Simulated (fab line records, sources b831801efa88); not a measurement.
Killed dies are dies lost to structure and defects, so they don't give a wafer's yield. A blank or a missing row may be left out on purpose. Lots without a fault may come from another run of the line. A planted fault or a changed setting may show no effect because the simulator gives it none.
A struck lot beside a sound one | flow sky130 | 32 steps out of a route of 708
Sound: wafers L966.2, L966.3, L966.5. Struck: wafers L977.1, L977.2, L977.4. The cause comes at the end.
At each step with rows: each side's tool, then ch and its chambers, then its first start. Under that, the readings that differ: sound wafers | struck wafers | difference of the means | sigmas: that difference in standard deviations of wafers without a fault.
alike: readings whose means differ by less than 2 such deviations, and words and numbers that are the same on both sides. not compared: withheld readings, readings that some wafer has no value for, bounds like >300 that may hide the same value, and numbers for which the record gives no deviation and whose values overlap.
The two part at a step that has a row with sigmas, a row that says differs or no value, or rows on one side only. Numbers that don't overlap but have no deviation are shown without sigmas and don't part them. A reading that every wafer of one side lacks parts them only if that side has two wafers or more.

SKY_FIELD_ISO_BOW_MEAS_00:
  sound on film_metro-02, day 2 01:01; struck on film_metro-01, day 4 08:00
  alike: INCOMING_BOW
SKY_FIELD_ISO_OXIDATION_01: stabilise 600 s, purge 300 s, target thk 12 nm.
  sound on furnace-02 ch 0, day 2 02:07; struck on furnace-01 ch 0, day 4 11:32
  reading                   | sound          | struck         | difference | sigmas
  zone_power_bottom_pct (%) | 27.2 27.4 26.9 | 29.9 30.0 29.9 | +2.8       | +2
SKY_FIELD_ISO_THK_MEAS_02:
  sound on film_metro-04, day 2 03:38; struck on film_metro-02, day 4 13:03
  reading                         | sound             | struck            | difference | sigmas
  FIELD_ISO_OXIDATION_00_THK (nm) | 11.79 12.38 11.82 | 19.07 19.28 19.19 | +7.18      | +31
then, 1 step without rows for these wafers: SKY_FIELD_ISO_CVD_03 (deposits Si3N4 from DCS/NH3, target thk 165 nm, time 2830 s).
SKY_FIELD_ISO_THK_MEAS_04:
  sound on film_metro-04, day 2 05:28; struck on film_metro-01, day 4 15:47
  alike: FIELD_ISO_CVD_03_THK
then, 8 steps without rows for these wafers: SKY_FIELD_ISO_DEHYDRATE_05 (time 60 s); SKY_FIELD_ISO_HMDS_06 (prime time 60 s); SKY_FIELD_ISO_COAT_07 (resist thk 60 nm); SKY_FIELD_ISO_COAT_08 (resist thk 450 nm); SKY_FIELD_ISO_SOFTBAKE_09 (time 90 s); SKY_FIELD_ISO_EXPOSE_10 (exposes mask FOM, target cd 150 nm); SKY_FIELD_ISO_PEB_11; SKY_FIELD_ISO_DEVELOP_12 (develop time 60 s).
SKY_FIELD_ISO_CD_MEAS_13: target cd 150 nm.
  sound on cd_sem-02, day 2 20:15; struck on cd_sem-02, day 5 06:05
  alike: cd_nm
SKY_FIELD_ISO_ETCH_14: etches BARC in N2/H2, stops on SiO2, time 45.9 s, target depth 60 nm.
  sound on rie_diel-01 ch 1,2, day 2 20:21; struck on rie_diel-02 ch 2,3, day 5 06:13
  reading               | sound             | struck            | difference | sigmas
  oes_product_au (a.u.) | 0.864 0.862 0.862 | 0.857 0.849 0.847 | -0.012     | -2
  alike: bias_w, drypump_motor_current_A, throttle_valve_pct
  not compared: rf_hours_counter_h
SKY_FIELD_ISO_ETCH_15: etches the open film in CHF3/O2, stops on Si, target depth 180 nm, time 72 s.
  sound on rie_diel-01 ch 1,2, day 2 20:23; struck on rie_diel-02 ch 2,3, day 5 06:15
  alike: bias_w, drypump_motor_current_A, oes_product_au, throttle_valve_pct
  not compared: rf_hours_counter_h
SKY_FIELD_ISO_STRIP_16: strips in O2/N2.
  sound on plasma_asher-01 ch 0,1, day 2 20:27; struck on plasma_asher-01 ch 0,1, day 5 06:18
  alike: drypump_motor_current_A, oes_product_au, strip_time_to_endpoint_s
  not compared: rf_hours_counter_h
SKY_FIELD_ISO_ETCH_17: etches Si in HBr/Cl2/O2, target depth 342 nm, time 97.7 s.
  sound on rie_si-02 ch 0,2,3, day 2 20:33; struck on rie_si-02 ch 0,1,3, day 5 06:24
  alike: HBr_flow_sccm, bias_w, drypump_motor_current_A, oes_product_au, throttle_valve_pct
  not compared: rf_hours_counter_h
then, 5 steps without rows for these wafers: SKY_FIELD_ISO_WET_ETCH_18 (etches Si3N4 in H3PO4, target depth 25 nm, time 286 s); SKY_FIELD_ISO_CLEAN_19 (cleans in SC1/SC2, time 150 s); SKY_FIELD_ISO_CLEAN_20 (cleans in dHF, time 20 s); SKY_FIELD_ISO_WET_ETCH_21 (etches SiO2 in dHF, target depth 20 nm, time 400 s); SKY_FIELD_ISO_OXIDATION_22 (stabilise 600 s, purge 300 s, target thk 10 nm).
SKY_FIELD_ISO_THK_MEAS_23:
  sound on film_metro-04, day 2 23:08; struck on film_metro-04, day 5 10:10
  alike: FIELD_ISO_OXIDATION_01_THK
then, 1 step without rows for these wafers: SKY_FIELD_ISO_CVD_24 (deposits SiO2, target thk 595 nm, time 99.2 s).
SKY_FIELD_ISO_THK_MEAS_25:
  sound on film_metro-02, day 2 23:16; struck on film_metro-01, day 5 10:17
  alike: FIELD_ISO_CVD_24_THK
then, 1 step without rows for these wafers: SKY_FIELD_ISO_ANNEAL_26 (time 1800 s).
SKY_FIELD_ISO_CMP_27: polishes, stops on Si3N4, t overpolish 16 s, target thk 457.8 nm.
  sound on cmp-02 ch 0,3, day 3 03:29; struck on cmp-02 ch 0,1,2, day 5 13:13
  alike: motor_current_A, overpolish_run_s, time_to_endpoint_s
then, 1 step without rows for these wafers: SKY_FIELD_ISO_WET_ETCH_28 (etches SiO2 in dHF, target depth 23.7 nm, time 47 s).
SKY_FIELD_ISO_WET_ETCH_29: etches Si3N4 in H3PO4, target depth 160 nm, time 1825 s.
  sound on wet_bench-04 ch 1, day 3 03:49; struck on wet_bench-01 ch 0, day 5 13:29
  reading                                          | sound             | struck            | difference | sigmas
  model.SiO2_of_FIELD_ISO_OXIDATION_01.thk_nm (nm) | 11.52 12.07 11.55 | 18.72 19.01 18.89 | +7.16      |
then, 1 step without rows for these wafers: SKY_FIELD_ISO_WET_ETCH_30 (etches SiO2 in dHF, target depth 25 nm, time 50 s).
-- the record jumps here: 44 days lie between the struck wafers' starts before and after (it left off in module FIELD_ISO and takes up again in module PAD_OPEN, whose first step shown is number 708 of the route) --
SKY_PAD_OPEN_PROBE_99:
  sound on prober-02, day 47 04:23; struck on prober-02, day 50 00:47
  reading                                          | sound                | struck | difference | sigmas
  model.etest.sram_nfet_pass.off_log10_a_um        | -12.72 -12.52 -12.55 | -13.35 | -0.75      |
  model.etest.diode_pdiff_fingers.leak_log10_a_cm2 | -6.685 -6.653 -6.525 | -6.891 | -0.270     |
  model.etest.diode_ndiff_fingers.leak_log10_a_cm2 | -6.728 -6.612 -6.59  | -7.298 | -0.655     |
  model.etest.sram_nfet_pass.vt_sat_v (V)          | 0.5641 0.5638 0.5482 | 0.6232 | +0.0645    |
  model.etest.sram_nfet_pass.vt_v (V)              | 0.6625 0.6655 0.6483 | 0.7212 | +0.0624    |
  alike: killed_at_M0_to_M3, killed_at_M4_up, killed_at_contacts, killed_at_front_end, killed_at_other, killed_dies, killed_open, killed_short

WHERE THEY PART
First at SKY_FIELD_ISO_OXIDATION_01; last, within this record, at SKY_FIELD_ISO_ETCH_14. Later steps at which nothing parts them and some readings are alike: SKY_FIELD_ISO_ETCH_15, SKY_FIELD_ISO_STRIP_16, SKY_FIELD_ISO_ETCH_17, SKY_FIELD_ISO_THK_MEAS_23, SKY_FIELD_ISO_THK_MEAS_25, SKY_FIELD_ISO_CMP_27, SKY_PAD_OPEN_PROBE_99.

WHY: what the simulator had put in
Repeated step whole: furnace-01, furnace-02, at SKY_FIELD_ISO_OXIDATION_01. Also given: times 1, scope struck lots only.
